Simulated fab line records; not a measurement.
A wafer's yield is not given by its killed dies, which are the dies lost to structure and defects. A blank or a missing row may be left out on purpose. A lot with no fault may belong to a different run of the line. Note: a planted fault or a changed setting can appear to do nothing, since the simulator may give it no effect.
Struck lot and sound lot, side by side :: flow gf180mcu :: 23 steps out of a route of 602
Sound: the wafers L970.1, L970.2, L970.5. Wafers L986.2, L986.5, L986.6 were the ones struck. At the end, the cause is stated.
At each step with rows: each side's tool, then ch and its chambers, then its first start. Under that, the readings that differ: sound wafers :: struck wafers :: difference of the means :: sigmas: that difference in standard deviations of wafers without a fault.
alike: a reading whose means differ by less than 2 such deviations, as well as words and numbers matching on both sides. not compared: withheld readings; readings where some wafer has no value; bounds like >300 that might hide an equal value; numbers whose values overlap and for which the record gives no deviation.
A row with sigmas, a row that says differs or no value, or rows on one side alone: a step with any of these is where the two part. Numbers that have no deviation but don't overlap get no sigmas and don't part them. A reading missing from all wafers of one side parts the sides only when that side holds two or more wafers.

first, 5 steps without rows for these wafers: GF_HV_LDD_COAT_02 (resist thk 1000 nm); GF_HV_LDD_SOFTBAKE_03 (time 60 s); GF_HV_LDD_EXPOSE_04 (exposes mask Nplus LV AREA, target cd 400 nm); GF_HV_LDD_PEB_05; GF_HV_LDD_DEVELOP_06 (develop time 60 s).
GF_HV_LDD_CD_MEAS_07 targets a cd of 400 nm.
  sound on cd-sem-02 at day 11 05:05; struck on cd-sem-02 at day 15 16:10
  alike: cd-nm
GF_HV_LDD_OVL_MEAS_08:
  sound on overlay-02 at day 11 05:12; struck on overlay-01 at day 15 16:16
  alike: HV_LDD_OVL
after that, 1 step had no rows for these wafers: GF_HV_LDD_IMPLANT_09.
GF_HV_LDD_STRIP_10: strips in O2/N2.
  sound on plasma-asher-03 ch 0,1, day 11 05:23; struck on plasma-asher-03 ch 0,1, day 15 16:26
  alike: drypump-motor-current-A, heater-power-w, oes-product-au, strip-time-to-endpoint-s
  not compared: rf-hours-counter-h
GF_HV_LDD_TW_MEAS_11:
  sound on film-metro-02 at day 11 05:29; struck on film-metro-01 at day 15 16:33
  alike: HV_LDD_TW
then, 2 steps without rows for these wafers: GF_HV_LDD_DEHYDRATE_12 (time 60 s); GF_HV_LDD_HMDS_13 (prime time 60 s).
GF_HV_LDD_COAT_14: resist thk 1000 nm.
  sound on litho-track-04 ch 0, day 11 14:38; struck on litho-track-04 ch 0, day 16 03:13
reading: spin-speed-rpm (rpm)
sound: 2998.5 2999.9 2998.5
struck: 3567.7 3568.5 3566.7
difference: +568.7
sigmas: +99 or more

reading: model.NOVOLAK_of_HV_LDD_COAT_14.thk-nm (nm)
sound: 1003 996.2 1001
struck: 917 912.9 916
difference: -85
sigmas: 
then, 3 steps without rows for these wafers: GF_HV_LDD_SOFTBAKE_15 (time 60 s); GF_HV_LDD_EXPOSE_16 (exposes mask Pplus LV AREA, target cd 400 nm); GF_HV_LDD_PEB_17.
GF_HV_LDD_DEVELOP_18: develop time 60 s.
  sound on litho-track-02 ch 0, day 11 23:58; struck on litho-track-04 ch 0, day 16 13:49
reading: model.NOVOLAK_of_HV_LDD_COAT_14.thk-nm (nm)
sound: 1003 995.8 1001
struck: 916.5 912.5 915.6
difference: -85.1
sigmas: 
GF_HV_LDD_CD_MEAS_19 targets a cd of 400 nm.
  sound on cd-sem-02 at day 12 00:07; struck on cd-sem-02 at day 16 13:58
reading: cd-nm (nm)
sound: 400.6 402.9 400.3
struck: 407.8 411.0 410.8
difference: +8.6
sigmas: +4
GF_HV_LDD_OVL_MEAS_20:
  sound on overlay-01 at day 12 00:14; struck on overlay-02 at day 16 14:04
  alike: HV_LDD_01_OVL
after that, 1 step had no rows for these wafers: GF_HV_LDD_IMPLANT_21.
GF_HV_LDD_STRIP_22: strips in O2/N2.
  sound on plasma-asher-03 ch 0,1, day 12 00:25; struck on plasma-asher-02 ch 0,1, day 16 14:14
reading: strip-time-to-endpoint-s (s)
sound: 12.67 12.58 12.65
struck: 11.66 11.60 11.64
difference: -1.00
sigmas: -26
  alike: drypump-motor-current-A, heater-power-w, oes-product-au
  not compared: rf-hours-counter-h
GF_HV_LDD_TW_MEAS_23:
  sound on film-metro-03 at day 12 00:31; struck on film-metro-03 at day 16 14:21
  alike: HV_LDD_2_TW
GF_PASSIVATION_PROBE_99:
  rows exist in the record for the sound wafers here (prober-01, day 30 07:12), none for the struck ones

WHERE THEY PART
At GF_HV_LDD_COAT_14 first; at GF_PASSIVATION_PROBE_99 last (within this record only).

WHY: the cause the simulator had injected
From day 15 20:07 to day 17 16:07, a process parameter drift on litho-track-04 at GF_HV_LDD_COAT_14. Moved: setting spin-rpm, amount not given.
